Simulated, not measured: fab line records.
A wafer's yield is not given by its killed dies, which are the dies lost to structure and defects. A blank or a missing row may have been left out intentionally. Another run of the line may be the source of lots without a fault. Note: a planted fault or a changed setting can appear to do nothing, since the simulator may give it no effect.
A sampling plan put to the test | flow sky130 | one fab line, 48 faults that these records tell of, each judged on the records of the lots that it struck
Plan = the line's own looks (route steps where a gauge or an inspection reads the wafer without altering it). A look can be judged if struck wafers have a number there and the file gives its usual mean and standard deviation on fault-free wafers. Caught: a look later than the fault's first step finds the struck wafers' mean 4 or more of those standard deviations (sigma) from the usual mean. On the tool: here the same test is run on the tool's own readings at the fault's steps. Caught also covers a different recipe on the struck wafers, or a record left blank for those wafers only.

THE FAULTS, as the simulator had put them in
1. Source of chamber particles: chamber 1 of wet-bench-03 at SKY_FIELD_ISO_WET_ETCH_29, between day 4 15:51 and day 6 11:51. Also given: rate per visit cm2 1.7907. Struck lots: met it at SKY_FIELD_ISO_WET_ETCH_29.
2. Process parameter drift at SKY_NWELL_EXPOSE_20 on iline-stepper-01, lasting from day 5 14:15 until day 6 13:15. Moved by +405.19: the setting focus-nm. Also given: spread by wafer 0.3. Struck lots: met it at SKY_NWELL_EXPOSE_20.
3. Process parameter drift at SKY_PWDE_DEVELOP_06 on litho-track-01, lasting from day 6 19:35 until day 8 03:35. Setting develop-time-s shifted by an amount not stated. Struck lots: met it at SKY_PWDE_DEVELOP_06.
4. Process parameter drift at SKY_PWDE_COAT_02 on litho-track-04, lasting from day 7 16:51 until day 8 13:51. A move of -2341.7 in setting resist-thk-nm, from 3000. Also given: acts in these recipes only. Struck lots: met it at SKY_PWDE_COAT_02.
5. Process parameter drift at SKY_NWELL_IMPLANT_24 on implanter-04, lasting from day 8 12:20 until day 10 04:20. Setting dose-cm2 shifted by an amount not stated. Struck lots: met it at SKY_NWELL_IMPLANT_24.
6. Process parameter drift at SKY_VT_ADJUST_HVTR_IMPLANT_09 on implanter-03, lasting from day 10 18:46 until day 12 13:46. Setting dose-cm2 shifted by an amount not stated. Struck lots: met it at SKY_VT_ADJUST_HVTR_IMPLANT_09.
7. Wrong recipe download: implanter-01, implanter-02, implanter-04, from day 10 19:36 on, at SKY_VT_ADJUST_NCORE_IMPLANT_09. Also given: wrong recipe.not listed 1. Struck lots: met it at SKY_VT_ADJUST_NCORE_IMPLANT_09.
8. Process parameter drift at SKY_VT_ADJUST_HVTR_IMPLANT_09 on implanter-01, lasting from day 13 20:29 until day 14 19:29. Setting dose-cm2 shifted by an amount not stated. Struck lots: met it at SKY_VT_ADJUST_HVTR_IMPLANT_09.
9. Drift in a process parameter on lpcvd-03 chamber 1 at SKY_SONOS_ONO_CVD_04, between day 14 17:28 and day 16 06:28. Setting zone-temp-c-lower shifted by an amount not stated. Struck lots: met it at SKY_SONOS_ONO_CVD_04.
10. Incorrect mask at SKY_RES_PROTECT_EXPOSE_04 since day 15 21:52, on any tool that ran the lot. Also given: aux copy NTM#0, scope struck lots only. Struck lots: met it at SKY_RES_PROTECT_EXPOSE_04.
11. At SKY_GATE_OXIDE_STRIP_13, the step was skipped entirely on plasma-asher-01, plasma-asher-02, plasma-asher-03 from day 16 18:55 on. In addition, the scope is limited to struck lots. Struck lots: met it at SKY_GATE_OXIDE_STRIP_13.
12. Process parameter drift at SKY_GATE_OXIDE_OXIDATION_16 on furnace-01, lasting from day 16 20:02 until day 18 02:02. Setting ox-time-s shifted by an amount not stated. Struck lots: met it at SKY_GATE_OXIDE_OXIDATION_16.
13. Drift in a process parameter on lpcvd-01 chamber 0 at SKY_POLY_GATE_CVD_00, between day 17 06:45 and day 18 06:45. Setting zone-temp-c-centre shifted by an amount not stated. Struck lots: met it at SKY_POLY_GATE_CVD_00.
14. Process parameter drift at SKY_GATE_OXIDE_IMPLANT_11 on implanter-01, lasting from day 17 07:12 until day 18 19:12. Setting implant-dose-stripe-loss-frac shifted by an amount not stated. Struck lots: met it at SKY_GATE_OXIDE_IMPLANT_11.
15. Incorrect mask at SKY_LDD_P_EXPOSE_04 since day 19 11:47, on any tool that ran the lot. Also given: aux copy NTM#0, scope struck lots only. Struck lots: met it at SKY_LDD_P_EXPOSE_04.
16. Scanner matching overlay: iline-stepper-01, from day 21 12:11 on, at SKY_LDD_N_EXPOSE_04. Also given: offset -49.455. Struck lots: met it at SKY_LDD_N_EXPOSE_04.
17. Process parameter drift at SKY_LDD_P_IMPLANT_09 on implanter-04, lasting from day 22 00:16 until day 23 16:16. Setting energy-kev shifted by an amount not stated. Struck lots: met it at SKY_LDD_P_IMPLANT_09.
18. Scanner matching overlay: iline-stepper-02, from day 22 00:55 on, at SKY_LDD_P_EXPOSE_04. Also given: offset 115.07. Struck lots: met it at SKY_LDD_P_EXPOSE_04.
19. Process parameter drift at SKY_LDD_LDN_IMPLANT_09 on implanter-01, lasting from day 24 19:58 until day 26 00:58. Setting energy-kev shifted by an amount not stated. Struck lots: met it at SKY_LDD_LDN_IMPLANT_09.
20. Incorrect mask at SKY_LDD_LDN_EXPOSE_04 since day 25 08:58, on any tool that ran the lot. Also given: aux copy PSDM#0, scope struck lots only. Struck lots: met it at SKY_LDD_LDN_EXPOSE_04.
21. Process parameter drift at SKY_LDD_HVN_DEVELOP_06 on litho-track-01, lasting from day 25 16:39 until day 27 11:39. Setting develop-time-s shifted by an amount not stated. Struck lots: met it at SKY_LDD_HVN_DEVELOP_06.
22. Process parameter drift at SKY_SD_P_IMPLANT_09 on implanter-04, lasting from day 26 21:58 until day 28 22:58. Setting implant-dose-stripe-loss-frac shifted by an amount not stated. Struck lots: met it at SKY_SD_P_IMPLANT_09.
23. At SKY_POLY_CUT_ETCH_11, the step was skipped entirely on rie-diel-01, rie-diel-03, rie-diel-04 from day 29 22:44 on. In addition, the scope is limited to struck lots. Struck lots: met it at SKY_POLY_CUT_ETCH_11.
24. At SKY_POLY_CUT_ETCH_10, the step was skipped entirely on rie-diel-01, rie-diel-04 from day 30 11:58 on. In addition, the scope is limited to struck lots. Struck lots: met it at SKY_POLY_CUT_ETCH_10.
25. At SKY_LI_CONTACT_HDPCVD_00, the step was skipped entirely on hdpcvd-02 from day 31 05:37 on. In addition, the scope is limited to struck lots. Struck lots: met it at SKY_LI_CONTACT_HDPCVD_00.
26. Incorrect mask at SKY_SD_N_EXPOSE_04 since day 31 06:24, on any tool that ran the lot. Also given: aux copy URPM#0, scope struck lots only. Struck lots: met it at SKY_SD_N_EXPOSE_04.
27. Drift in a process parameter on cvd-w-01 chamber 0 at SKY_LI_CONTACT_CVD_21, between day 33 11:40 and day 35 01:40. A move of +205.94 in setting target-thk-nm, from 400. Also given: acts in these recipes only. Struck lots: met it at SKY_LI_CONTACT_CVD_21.
28. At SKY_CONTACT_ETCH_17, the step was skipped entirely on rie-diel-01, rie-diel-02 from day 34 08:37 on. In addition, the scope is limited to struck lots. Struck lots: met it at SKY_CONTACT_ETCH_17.
29. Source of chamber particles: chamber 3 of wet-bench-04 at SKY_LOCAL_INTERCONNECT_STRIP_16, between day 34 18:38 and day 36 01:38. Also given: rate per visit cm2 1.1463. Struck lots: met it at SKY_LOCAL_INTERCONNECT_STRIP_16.
30. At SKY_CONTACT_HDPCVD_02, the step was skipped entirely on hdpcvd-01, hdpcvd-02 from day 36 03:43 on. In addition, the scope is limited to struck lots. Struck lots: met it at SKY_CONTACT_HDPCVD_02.
31. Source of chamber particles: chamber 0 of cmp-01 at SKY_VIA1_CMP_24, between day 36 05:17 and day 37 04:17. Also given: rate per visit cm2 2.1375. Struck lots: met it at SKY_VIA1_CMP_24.
32. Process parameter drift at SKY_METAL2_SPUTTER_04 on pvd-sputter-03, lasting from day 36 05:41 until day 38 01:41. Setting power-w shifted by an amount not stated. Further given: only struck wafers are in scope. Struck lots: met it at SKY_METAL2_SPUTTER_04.
33. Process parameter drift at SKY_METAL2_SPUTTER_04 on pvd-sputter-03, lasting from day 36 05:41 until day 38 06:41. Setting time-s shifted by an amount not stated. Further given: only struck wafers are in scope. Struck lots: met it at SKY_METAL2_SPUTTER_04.
34. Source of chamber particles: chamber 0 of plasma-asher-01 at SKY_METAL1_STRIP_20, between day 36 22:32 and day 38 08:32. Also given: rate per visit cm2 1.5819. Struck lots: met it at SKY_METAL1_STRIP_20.
35. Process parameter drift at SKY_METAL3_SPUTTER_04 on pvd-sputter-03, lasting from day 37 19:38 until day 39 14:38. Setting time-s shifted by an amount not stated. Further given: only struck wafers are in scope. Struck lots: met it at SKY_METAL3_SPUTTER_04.
36. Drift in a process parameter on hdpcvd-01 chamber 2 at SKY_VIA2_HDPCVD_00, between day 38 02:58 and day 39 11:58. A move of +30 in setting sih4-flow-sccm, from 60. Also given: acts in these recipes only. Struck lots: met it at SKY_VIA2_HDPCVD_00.
37. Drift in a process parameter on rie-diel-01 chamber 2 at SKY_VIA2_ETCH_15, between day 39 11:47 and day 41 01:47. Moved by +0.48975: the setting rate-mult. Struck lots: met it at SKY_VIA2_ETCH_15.
38. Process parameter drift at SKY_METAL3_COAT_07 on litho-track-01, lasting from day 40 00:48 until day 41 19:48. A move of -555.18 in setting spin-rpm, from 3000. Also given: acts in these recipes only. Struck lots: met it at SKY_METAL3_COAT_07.
39. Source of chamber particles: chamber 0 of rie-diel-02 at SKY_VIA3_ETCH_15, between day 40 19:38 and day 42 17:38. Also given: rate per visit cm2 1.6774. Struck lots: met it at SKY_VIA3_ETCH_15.
40. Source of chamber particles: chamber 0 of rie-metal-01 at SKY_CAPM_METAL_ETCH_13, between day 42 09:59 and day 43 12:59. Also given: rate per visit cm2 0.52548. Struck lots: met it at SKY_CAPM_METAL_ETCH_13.
41. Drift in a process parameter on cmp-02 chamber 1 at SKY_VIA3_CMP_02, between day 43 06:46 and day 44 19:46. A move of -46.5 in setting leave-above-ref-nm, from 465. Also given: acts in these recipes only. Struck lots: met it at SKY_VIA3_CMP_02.
42. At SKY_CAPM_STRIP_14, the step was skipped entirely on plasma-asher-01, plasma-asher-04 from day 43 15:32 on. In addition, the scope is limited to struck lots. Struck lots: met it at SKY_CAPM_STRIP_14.
43. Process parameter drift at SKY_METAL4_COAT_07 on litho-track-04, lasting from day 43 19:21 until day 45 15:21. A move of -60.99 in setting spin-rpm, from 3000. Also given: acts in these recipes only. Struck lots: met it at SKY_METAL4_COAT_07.
44. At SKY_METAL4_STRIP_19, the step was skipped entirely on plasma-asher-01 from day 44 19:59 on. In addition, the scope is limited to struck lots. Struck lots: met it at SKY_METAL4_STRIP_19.
45. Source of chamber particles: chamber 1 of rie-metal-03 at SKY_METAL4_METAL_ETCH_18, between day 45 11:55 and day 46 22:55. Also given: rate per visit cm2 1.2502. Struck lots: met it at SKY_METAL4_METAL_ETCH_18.
46. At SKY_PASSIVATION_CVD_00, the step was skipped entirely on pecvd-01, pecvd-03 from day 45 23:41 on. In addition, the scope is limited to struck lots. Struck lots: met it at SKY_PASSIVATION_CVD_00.
47. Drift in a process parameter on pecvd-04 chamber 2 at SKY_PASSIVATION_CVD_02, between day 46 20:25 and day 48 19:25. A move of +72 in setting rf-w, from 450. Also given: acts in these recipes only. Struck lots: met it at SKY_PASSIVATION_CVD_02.
48. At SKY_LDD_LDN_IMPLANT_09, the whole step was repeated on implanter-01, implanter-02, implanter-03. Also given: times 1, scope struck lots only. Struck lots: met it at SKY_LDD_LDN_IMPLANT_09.

WHAT THE PLAN SAW
fault | on the tool itself                               | first look that catches it                      | reading, sigma                                                         | median hours from its first step to that look | hours from the fault's start to the first struck lot there | judged looks passed uncaught
1     | under 2 sigma                                    | no look after it can be judged                  | -                                                                      | -                                             | -                                                          | 0
2     | under 2 sigma                                    | none of the 7 looks that can be judged after it | -                                                                      | -                                             | -                                                          | 7
3     | no reading that can be judged                    | none of the 6 looks that can be judged after it | -                                                                      | -                                             | -                                                          | 6
4     | no reading that can be judged                    | not the one look that can be judged after it    | -                                                                      | -                                             | -                                                          | 1
5     | dose-ions-cm2 +99 or beyond sigma                | SKY_NWELL_TW_MEAS_26                            | NWELL_2_TW +96                                                         | 0.2                                           | 11                                                         | 0
6     | dose-ions-cm2 -99 or beyond sigma                | SKY_VT_ADJUST_HVTR_TW_MEAS_11                   | VT_ADJUST_HVTR_TW -29                                                  | 0.2                                           | 6                                                          | 0
7     | no reading that can be judged                    | SKY_VT_ADJUST_NCORE_TW_MEAS_11                  | VT_ADJUST_NCORE_TW +51                                                 | 0.2                                           | 5                                                          | 0
8     | dose-ions-cm2 -99 or beyond sigma                | SKY_VT_ADJUST_HVTR_TW_MEAS_11                   | VT_ADJUST_HVTR_TW -87                                                  | 0.2                                           | 3                                                          | 0
9     | zone-power-lower-pct +78 sigma                   | SKY_SONOS_ONO_THK_MEAS_05                       | SONOS_ONO_CVD_04_THK +9.6                                              | 1.2                                           | 7                                                          | 0
10    | no reading that can be judged                    | SKY_RES_PROTECT_TW_MEAS_08                      | POLY_GATE_TW -99 or beyond                                             | 13.8                                          | 19                                                         | 0
11    | the tool's record is blank for the struck wafers | no look after it can be judged                  | -                                                                      | -                                             | -                                                          | 0
12    | under 2 sigma                                    | no look after it can be judged                  | -                                                                      | -                                             | -                                                          | 0
13    | spike-tc-centre-C -17 sigma                      | SKY_POLY_GATE_THK_MEAS_01                       | POLY_GATE_CVD_00_THK -10                                               | 1.2                                           | 14                                                         | 0
14    | no reading that can be judged                    | none of the 2 looks that can be judged after it | strongest: GATE_OXIDE_TW at SKY_GATE_OXIDE_TW_MEAS_14, -2.4            | -                                             | -                                                          | 2
15    | no reading that can be judged                    | SKY_LDD_P_TW_MEAS_11                            | LDD_P_TW -99 or beyond                                                 | 15.2                                          | 18                                                         | 0
16    | no reading that can be judged                    | SKY_LDD_N_OVL_MEAS_07                           | LDD_N_OVL -41                                                          | 14.9                                          | 23                                                         | 0
17    | beam-energy-keV -99 or beyond sigma              | SKY_LDD_P_TW_MEAS_11                            | LDD_P_TW -9.3                                                          | 0.3                                           | 8                                                          | 0
18    | under 2 sigma                                    | SKY_LDD_P_OVL_MEAS_08                           | LDD_P_OVL +70                                                          | 15.0                                          | 20                                                         | 0
19    | beam-energy-keV -99 or beyond sigma              | no look after it can be judged                  | -                                                                      | -                                             | -                                                          | 0
20    | under 2 sigma                                    | SKY_LDD_LDN_TW_MEAS_13                          | LDD_LDN_TW -99 or beyond                                               | 15.3                                          | 17                                                         | 0
21    | under 2 sigma                                    | SKY_LDD_HVN_TW_MEAS_10                          | LDD_HVN_TW -8.8                                                        | 0.4                                           | 3                                                          | 0
22    | no reading that can be judged                    | SKY_SD_P_TW_MEAS_11                             | SD_P_TW -6.2                                                           | 0.2                                           | 4                                                          | 0
23    | the tool's record is blank for the struck wafers | no look after it can be judged                  | -                                                                      | -                                             | -                                                          | 0
24    | the tool's record is blank for the struck wafers | no look after it can be judged                  | -                                                                      | -                                             | -                                                          | 0
25    | the tool's record is blank for the struck wafers | none of the 3 looks that can be judged after it | strongest: LI_CONTACT_BOW at SKY_LI_CONTACT_BOW_MEAS_03, -3.9          | -                                             | -                                                          | 3
26    | under 2 sigma                                    | SKY_SD_N_TW_MEAS_12                             | SD_N_TW -99 or beyond                                                  | 13.6                                          | 18                                                         | 0
27    | under 2 sigma                                    | SKY_LI_CONTACT_RS_MEAS_22                       | LI_CONTACT_W_RS -29                                                    | 0.1                                           | 14                                                         | 0
28    | the tool's record is blank for the struck wafers | no look after it can be judged                  | -                                                                      | -                                             | -                                                          | 0
29    | no reading that can be judged                    | none of the 3 looks that can be judged after it | -                                                                      | -                                             | -                                                          | 3
30    | the tool's record is blank for the struck wafers | no look after it can be judged                  | -                                                                      | -                                             | -                                                          | 0
31    | only faintly: slurry-flow-ml-min -2.0 sigma      | not the one look that can be judged after it    | -                                                                      | -                                             | -                                                          | 1
32    | cathode-dc-power-W +99 or beyond sigma           | not the one look that can be judged after it    | strongest: METAL2_ALCU_THK at SKY_METAL2_THK_MEAS_06, -3.6             | -                                             | -                                                          | 1
33    | under 2 sigma                                    | none of the 6 looks that can be judged after it | -                                                                      | -                                             | -                                                          | 6
34    | under 2 sigma                                    | none of the 3 looks that can be judged after it | -                                                                      | -                                             | -                                                          | 3
35    | under 2 sigma                                    | no look after it can be judged                  | -                                                                      | -                                             | -                                                          | 0
36    | sih4-flow-sccm +99 or beyond sigma               | SKY_VIA2_THK_MEAS_01                            | VIA2_HDPCVD_THK +61                                                    | 0.1                                           | 8                                                          | 0
37    | under 2 sigma                                    | none of the 2 looks that can be judged after it | -                                                                      | -                                             | -                                                          | 2
38    | spin-speed-rpm -99 or beyond sigma               | no look after it can be judged                  | -                                                                      | -                                             | -                                                          | 0
39    | under 2 sigma                                    | not the one look that can be judged after it    | -                                                                      | -                                             | -                                                          | 1
40    | under 2 sigma                                    | not the one look that can be judged after it    | -                                                                      | -                                             | -                                                          | 1
41    | under 2 sigma                                    | not the one look that can be judged after it    | -                                                                      | -                                             | -                                                          | 1
42    | the tool's record is blank for the struck wafers | no look after it can be judged                  | -                                                                      | -                                             | -                                                          | 0
43    | spin-speed-rpm -36 sigma                         | none of the 2 looks that can be judged after it | -                                                                      | -                                             | -                                                          | 2
44    | no reading that can be judged                    | no look after it can be judged                  | -                                                                      | -                                             | -                                                          | 0
45    | under 2 sigma                                    | no look after it can be judged                  | -                                                                      | -                                             | -                                                          | 0
46    | the tool's record is blank for the struck wafers | no look after it can be judged                  | -                                                                      | -                                             | -                                                          | 0
47    | rf-fwd-power-W +56 sigma                         | not the one look that can be judged after it    | strongest: PASSIVATION_CVD_02_THK at SKY_PASSIVATION_THK_MEAS_03, +3.2 | -                                             | -                                                          | 1
48    | no reading that can be judged                    | SKY_LDD_LDN_TW_MEAS_13                          | LDD_LDN_TW +8.5                                                        | 0.9                                           | -                                                          | 0
A dash: this means the fault isn't caught or the number doesn't appear in these records.

Caught at a look: 18 of 48. Caught on the tool: 20 of 48. By one or the other: 31 of 48.
Faults 11, 19, 23, 24, 25, 28, 30, 32, 38, 42, 43, 46, 47 were caught on the tool alone.
Caught at a look alone: faults 7, 10, 15, 16, 18, 20, 21, 22, 26, 27, 48.
Caught by neither: faults 1, 2, 3, 4, 12, 14, 29, 31, 33, 34, 35, 37, 39, 40, 41, 44, 45.

THINNER SAMPLING
Were the look that catches a fault to measure just every second or every third lot (counted by lot number), the first struck lot would, at worst, be measured this late:
fault | struck lots at that look, in order of time | every lot | every second lot | every third lot
5     | L343, L344, L345                           | 11 h      | 15 h             | 28 h
6     | L685, L687, L690                           | 6 h       | 34 h             | may miss all 3
7     | L763, L764, L765, L766                     | 5 h       | 7 h              | 10 h
8     | L114, L115                                 | 3 h       | 18 h             | may miss all 2
9     | L404, L405                                 | 7 h       | 13 h             | may miss all 2
10    | L220                                       | 19 h      | may miss it      | may miss it
13    | L841                                       | 14 h      | may miss it      | may miss it
15    | L199                                       | 18 h      | may miss it      | may miss it
16    | L815, L816, L817, L821                     | 23 h      | 37 h             | 43 h
17    | L553, L556                                 | 8 h       | 27 h             | may miss all 2
18    | L160, L161, L162                           | 20 h      | 26 h             | 41 h
20    | L232                                       | 17 h      | may miss it      | may miss it
21    | L896, L899                                 | 3 h       | 35 h             | may miss all 2
22    | L403, L404, L408                           | 4 h       | 10 h             | 37 h
26    | L514                                       | 18 h      | may miss it      | may miss it
27    | L639                                       | 14 h      | may miss it      | may miss it
36    | L753, L754                                 | 8 h       | 13 h             | may miss all 2
The hour figures run from when the fault began to the first measured lot among those it struck. 4 sigma limit: tested on the pooled struck wafers, so a lone lot may be under it. Other struck lots may not be in these records.

THE LONGEST TIMED WAY FROM STEP TO LOOK
Fault 20: a median of 15.3 hours passes between SKY_LDD_LDN_EXPOSE_04 and SKY_LDD_LDN_TW_MEAS_13. No look between them can be judged.
